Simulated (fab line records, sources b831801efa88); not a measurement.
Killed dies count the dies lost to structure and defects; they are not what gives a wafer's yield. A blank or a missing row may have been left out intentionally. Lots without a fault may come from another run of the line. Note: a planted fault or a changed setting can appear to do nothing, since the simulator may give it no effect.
Which tool is to blame? + flow gf180mcu + 12 lots, 36 wafers sampled, at 3 steps of a route of 602

== WHAT EACH GAUGE READ, for each wafer ==
GF_V4_CD_MEAS_14: target cd 260 nm. Usual: cd-nm reads 260.1 nm (standard deviation 1.1).
| lot  | measured     | on        | cd-nm (nm)        | flag |
|------|--------------|-----------|-------------------|------|
| L355 | day 24 21:55 | cd-sem-02 | 261.0 260.3 259.6 |      |
| L357 | day 25 17:04 | cd-sem-02 | 259.8 260.0 260.7 |      |
| L358 | day 26 06:46 | cd-sem-02 | 258.4 260.9 259.0 |      |
| L362 | day 27 07:13 | cd-sem-02 | 259.6 261.0 260.9 |      |
| L361 | day 27 11:58 | cd-sem-01 | 259.2 257.9 259.4 |      |
| L366 | day 28 17:19 | cd-sem-02 | 268.1 274.2 268.8 | OFF  |
| L371 | day 30 00:58 | cd-sem-01 | 260.5 260.5 259.4 |      |
| L374 | day 31 00:41 | cd-sem-02 | 260.5 260.1 259.9 |      |
| L375 | day 31 01:58 | cd-sem-02 | 261.9 260.7 260.7 |      |
| L376 | day 31 08:06 | cd-sem-01 | 257.8 258.5 258.6 |      |
| L378 | day 31 18:13 | cd-sem-01 | 259.2 258.6 258.0 |      |
| L377 | day 31 20:25 | cd-sem-02 | 262.4 261.8 261.6 |      |

== WHAT TOOL EACH LOT RAN ON (gives the tool, then ch and the chambers of the sampled wafers, and finally the start) ==
| lot  | GF_V4_CMP_04                  | GF_V4_EXPOSE_11                   |
|------|-------------------------------|-----------------------------------|
| L355 | cmp-02 ch 1,2, day 23 22:50   | krf-scanner-01 ch 0, day 24 11:15 |
| L357 | cmp-01 ch 0,2, day 24 18:35   | krf-scanner-02 ch 0, day 25 06:11 |
| L358 | cmp-01 ch 0,3, day 25 09:20   | krf-scanner-02 ch 0, day 25 20:04 |
| L362 | cmp-02 ch 0,1,3, day 26 10:14 | krf-scanner-01 ch 0, day 26 20:58 |
| L361 | cmp-02 ch 1,2,3, day 26 15:05 | krf-scanner-02 ch 0, day 27 01:44 |
| L366 | cmp-02 ch 0,2,3, day 27 21:10 | krf-scanner-02 ch 0, day 28 08:08 |
| L371 | cmp-02 ch 0,2, day 29 05:41   | krf-scanner-01 ch 0, day 29 15:59 |
| L374 | cmp-01 ch 0,1,2, day 30 05:41 | krf-scanner-01 ch 0, day 30 15:05 |
| L375 | cmp-01 ch 0,1,2, day 30 06:56 | krf-scanner-01 ch 0, day 30 16:34 |
| L376 | cmp-01 ch 0,2,3, day 30 12:50 | krf-scanner-02 ch 0, day 30 23:25 |
| L378 | cmp-01 ch 0,1, day 31 00:19   | krf-scanner-01 ch 0, day 31 09:53 |
| L377 | cmp-02 ch 0,1, day 31 02:23   | krf-scanner-02 ch 0, day 31 11:56 |
- GF_V4_CMP_04: polishes SiO2.
- GF_V4_EXPOSE_11: exposes mask Via4, target cd 260 nm.

== AS READ BY THE TOOLS THEMSELVES (means over the sampled wafers that have a number; for cases with no such wafer, the mark the record gives instead) ==
GF_V4_CMP_04. Usual: motor-current-A 12.1 A, standard deviation 1.6; time-to-endpoint-s 80 s, standard deviation 4.9.
| lot  | tool   | motor-current-A (A) | time-to-endpoint-s (s) | flag |
|------|--------|---------------------|------------------------|------|
| L355 | cmp-02 | 12.2                | 83                     |      |
| L357 | cmp-01 | 12.8                | 81                     |      |
| L358 | cmp-01 | 11.5                | 72                     |      |
| L362 | cmp-02 | 11.0                | 78                     |      |
| L361 | cmp-02 | 11.7                | 76                     |      |
| L366 | cmp-02 | 12.9                | 75                     |      |
| L371 | cmp-02 | 14.3                | 87                     |      |
| L374 | cmp-01 | 12.2                | 87                     |      |
| L375 | cmp-01 | 12.8                | 86                     |      |
| L376 | cmp-01 | 12.4                | 84                     |      |
| L378 | cmp-01 | 11.9                | 83                     |      |
| L377 | cmp-02 | 11.7                | 78                     |      |

GF_V4_EXPOSE_11. Usual: exposure-dose-mJ-cm2 reads 37.94 (standard deviation 0.038).
| lot  | tool           | exposure-dose-mJ-cm2 | flag |
|------|----------------|----------------------|------|
| L355 | krf-scanner-01 | 37.98                |      |
| L357 | krf-scanner-02 | 37.95                |      |
| L358 | krf-scanner-02 | 37.88                |      |
| L362 | krf-scanner-01 | 37.95                |      |
| L361 | krf-scanner-02 | 37.91                |      |
| L366 | krf-scanner-02 | 36.73                | OFF  |
| L371 | krf-scanner-01 | 37.94                |      |
| L374 | krf-scanner-01 | 37.93                |      |
| L375 | krf-scanner-01 | 37.97                |      |
| L376 | krf-scanner-02 | 37.93                |      |
| L378 | krf-scanner-01 | 37.96                |      |
| L377 | krf-scanner-02 | 37.93                |      |

== THE ANSWER, worked out from the rows above alone ==
Rule: a lot counts as off when the mean over its wafers that have a number is more than 3 standard deviations away from the usual mean. A lot without any number at a reading at which 4 lots or more have one is off too. Where the step has rows for the other lots, those lots are counted as sound. After the gauges, taken in route order, come the tools' own readings; for these a lot's mean is taken, as printed above. At the first step where some lot is off, the reading lying furthest off is the one used; lots without a number count as furthest.
Off at GF_V4_CD_MEAS_14 (cd-nm): L366.
If a tool, at a process step before that reading, ran all the lots that are off and no sound lot after the first of them, it fits. Not tried: the gauges at GF_V4_CD_MEAS_14; whatever is off there is also off at GF_V4_EXPOSE_11, on other tools, and gauge error can't account for it. No candidate that was tried fits.

== WHAT THE SIMULATOR PUT IN ==
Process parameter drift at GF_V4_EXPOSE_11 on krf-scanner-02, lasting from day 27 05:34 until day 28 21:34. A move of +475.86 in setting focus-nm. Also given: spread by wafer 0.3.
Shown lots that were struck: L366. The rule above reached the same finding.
